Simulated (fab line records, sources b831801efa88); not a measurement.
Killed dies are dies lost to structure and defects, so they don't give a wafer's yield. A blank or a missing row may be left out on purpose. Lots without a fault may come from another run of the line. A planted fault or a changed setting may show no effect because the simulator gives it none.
A struck lot beside a sound one | flow sky130 | 45 steps out of a route of 708
Sound: wafers L931.2, L931.4, L931.5. Struck: wafer L925.2. The cause comes at the end.
At each step with rows: each side's tool, then ch and its chambers, then its first start. Under that, the readings that differ: sound wafers | struck wafers | difference of the means | sigmas: that difference in standard deviations of wafers without a fault.
alike: readings whose means differ by less than 2 such deviations, and words and numbers that are the same on both sides. not compared: withheld readings, readings that some wafer has no value for, bounds like >300 that may hide the same value, and numbers for which the record gives no deviation and whose values overlap.
The two part at a step that has a row with sigmas, a row that says differs or no value, or rows on one side only. Numbers that don't overlap but have no deviation are shown without sigmas and don't part them. A reading that every wafer of one side lacks parts them only if that side has two wafers or more.

first, 1 step without rows for these wafers: SKY_VT_ADJUST_PCH_IMPLANT_08.
SKY_VT_ADJUST_PCH_STRIP_09: strips in O2/N2.
  sound on plasma_asher-01 ch 0,1, day 14 13:02; struck on plasma_asher-03 ch 1, day 13 01:08
  alike: drypump_motor_current_A, oes_product_au, strip_time_to_endpoint_s
  not compared: rf_hours_counter_h
SKY_VT_ADJUST_PCH_TW_MEAS_10:
  sound on film_metro-01, day 14 13:08; struck on film_metro-02, day 13 01:15
  alike: VT_ADJUST_PCH_TW
then, 7 steps without rows for these wafers: SKY_SONOS_TUNNEL_DEHYDRATE_00 (time 60 s); SKY_SONOS_TUNNEL_HMDS_01 (prime time 60 s); SKY_SONOS_TUNNEL_COAT_02 (resist thk 1140 nm); SKY_SONOS_TUNNEL_SOFTBAKE_03 (time 60 s); SKY_SONOS_TUNNEL_EXPOSE_04 (exposes mask TUNM, target cd 410 nm); SKY_SONOS_TUNNEL_PEB_05; SKY_SONOS_TUNNEL_DEVELOP_06 (develop time 60 s).
SKY_SONOS_TUNNEL_CD_MEAS_07: target cd 410 nm.
  sound on cd_sem-02, day 15 15:59; struck on cd_sem-02, day 14 02:56
  reading    | sound             | struck | difference | sigmas
  cd_nm (nm) | 409.7 407.6 408.8 | 414.0  | +5.3       | +3
SKY_SONOS_TUNNEL_OVL_MEAS_08:
  sound on overlay-02, day 15 16:05; struck on overlay-02, day 14 03:02
  alike: SONOS_TUNNEL_OVL
SKY_SONOS_TUNNEL_IMPLANT_09:
  sound on implanter-04 ch 0, day 15 16:08; struck on implanter-01 ch 0, day 14 03:05
  alike: beam_energy_keV
then, 2 steps without rows for these wafers: SKY_SONOS_TUNNEL_WET_ETCH_10 (etches SiO2 in dHF, target depth 14 nm, time 280 s); SKY_SONOS_TUNNEL_STRIP_11 (strips in SPM, time 600 s).
SKY_SONOS_TUNNEL_TW_MEAS_12:
  sound on film_metro-03, day 15 16:35; struck on film_metro-01, day 14 03:30
  reading         | sound             | struck | difference | sigmas
  SONOS_TUNNEL_TW | 201.2 202.0 201.2 | 194.5  | -7.0       | -4
then, 2 steps without rows for these wafers: SKY_SONOS_TUNNEL_CLEAN_13 (cleans in dHF, time 20 s); SKY_SONOS_ONO_OXIDATION_00 (stabilise 600 s, purge 300 s, target thk 2.6 nm).
SKY_SONOS_ONO_THK_MEAS_01:
  sound on film_metro-02, day 15 18:10; struck on film_metro-01, day 14 05:22
  alike: SONOS_ONO_OXIDATION_THK
then, 1 step without rows for these wafers: SKY_SONOS_ONO_CVD_02 (deposits Si3N4 from DCS/NH3, target thk 10.5 nm, time 180 s).
SKY_SONOS_ONO_THK_MEAS_03:
  sound on film_metro-02, day 15 19:16; struck on film_metro-02, day 14 07:32
  alike: SONOS_ONO_CVD_02_THK
then, 1 step without rows for these wafers: SKY_SONOS_ONO_CVD_04 (deposits SiO2 from SiH4/N2O, target thk 5.7199 nm).
SKY_SONOS_ONO_THK_MEAS_05:
  sound on film_metro-04, day 15 20:35; struck on film_metro-04, day 14 08:51
  alike: SONOS_ONO_CVD_04_THK
then, 7 steps without rows for these wafers: SKY_SONOS_ONO_DEHYDRATE_06 (time 60 s); SKY_SONOS_ONO_HMDS_07 (prime time 60 s); SKY_SONOS_ONO_COAT_08 (resist thk 1140 nm); SKY_SONOS_ONO_SOFTBAKE_09 (time 60 s); SKY_SONOS_ONO_EXPOSE_10 (exposes mask ONOM, target cd 410 nm); SKY_SONOS_ONO_PEB_11; SKY_SONOS_ONO_DEVELOP_12 (develop time 60 s).
SKY_SONOS_ONO_CD_MEAS_13: target cd 410 nm.
  sound on cd_sem-02, day 17 01:02; struck on cd_sem-02, day 15 11:47
  reading    | sound             | struck | difference | sigmas
  cd_nm (nm) | 408.8 405.7 406.8 | 414.7  | +7.6       | +3
SKY_SONOS_ONO_OVL_MEAS_14:
  sound on overlay-02, day 17 01:10; struck on overlay-02, day 15 11:53
  alike: SONOS_ONO_OVL
SKY_SONOS_ONO_ETCH_15: etches the open film in CHF3/O2, target depth 19.52 nm, time 7.8 s.
  sound on rie_diel-02 ch 1,2,3, day 17 01:11; struck on rie_diel-03 ch 0, day 15 11:55
  reading                     | sound       | struck | difference | sigmas
  drypump_motor_current_A (A) | 5.5 5.7 5.9 | 6.5    | +0.8       | +2
  alike: oes_product_au, rf_fwd_power_W, throttle_valve_pct
  not compared: rf_hours_counter_h
then, 1 step without rows for these wafers: SKY_SONOS_ONO_WET_ETCH_16 (etches SiO2 in dHF, target depth 14 nm, time 280 s).
SKY_SONOS_ONO_STRIP_17: strips in O2/N2.
  sound on plasma_asher-01 ch 0,1, day 17 01:23; struck on plasma_asher-01 ch 0, day 15 12:01
  alike: drypump_motor_current_A, oes_product_au, strip_time_to_endpoint_s
  not compared: rf_hours_counter_h
then, 3 steps without rows for these wafers: SKY_SONOS_ONO_WET_ETCH_18 (etches Si3N4 in H3PO4, target depth 15 nm, time 172 s); SKY_GATE_OXIDE_CLEAN_00 (cleans in SC1/SC2, time 150 s); SKY_GATE_OXIDE_OXIDATION_01 (stabilise 600 s, purge 300 s, target thk 10.268 nm).
SKY_GATE_OXIDE_THK_MEAS_02:
  sound on film_metro-02, day 17 04:09; struck on film_metro-02, day 15 14:38
  alike: GATE_OXIDE_OXIDATION_00_THK
then, 3 steps without rows for these wafers: SKY_GATE_OXIDE_DEHYDRATE_03 (time 60 s); SKY_GATE_OXIDE_HMDS_04 (prime time 60 s); SKY_GATE_OXIDE_COAT_05 (resist thk 1140 nm).
-- the record jumps here: 16 days lie between the struck wafers' starts before and after (it left off in module GATE_OXIDE and takes up again in module LI_CONTACT, whose first step shown is number 384 of the route) --
SKY_LI_CONTACT_RS_MEAS_22: measures by four-point-probe.
  sound on film_metro-01, day 33 10:46; struck on film_metro-02, day 31 22:58
  reading                  | sound             | struck | difference | sigmas
  LI_CONTACT_W_RS (ohm/sq) | 0.292 0.291 0.293 | 0.282  | -0.010     | -2
  not compared: hold
SKY_LI_CONTACT_THK_MEAS_23: measures by xrf.
  sound on film_metro-01, day 33 10:53; struck on film_metro-02, day 32 03:40
  reading               | sound       | struck | difference | sigmas
  LI_CONTACT_W_THK (nm) | 391 393 390 | 413    | +22        | +3
  not compared: hold
-- the record jumps here: 16 days lie between the struck wafers' starts before and after (it left off in module LI_CONTACT and takes up again in module PAD_OPEN, whose first step shown is number 708 of the route) --
SKY_PAD_OPEN_PROBE_99:
  sound on prober-02, day 48 23:04; struck on prober-01, day 47 20:54
  reading                               | sound             | struck | difference | sigmas
  model.etest.tip_sonos.rs_ohm_sq_range | 49.48 25.26 44.12 | 57.03  | +17.41     |
  alike: killed_at_M0_to_M3, killed_at_M4_up, killed_at_contacts, killed_at_front_end, killed_at_other, killed_dies, killed_on_rim, killed_open, killed_short

WHERE THEY PART
First at SKY_SONOS_TUNNEL_CD_MEAS_07; last, within this record, at SKY_LI_CONTACT_THK_MEAS_23. Later steps at which nothing parts them and some readings are alike: SKY_PAD_OPEN_PROBE_99.

WHY: what the simulator had put in
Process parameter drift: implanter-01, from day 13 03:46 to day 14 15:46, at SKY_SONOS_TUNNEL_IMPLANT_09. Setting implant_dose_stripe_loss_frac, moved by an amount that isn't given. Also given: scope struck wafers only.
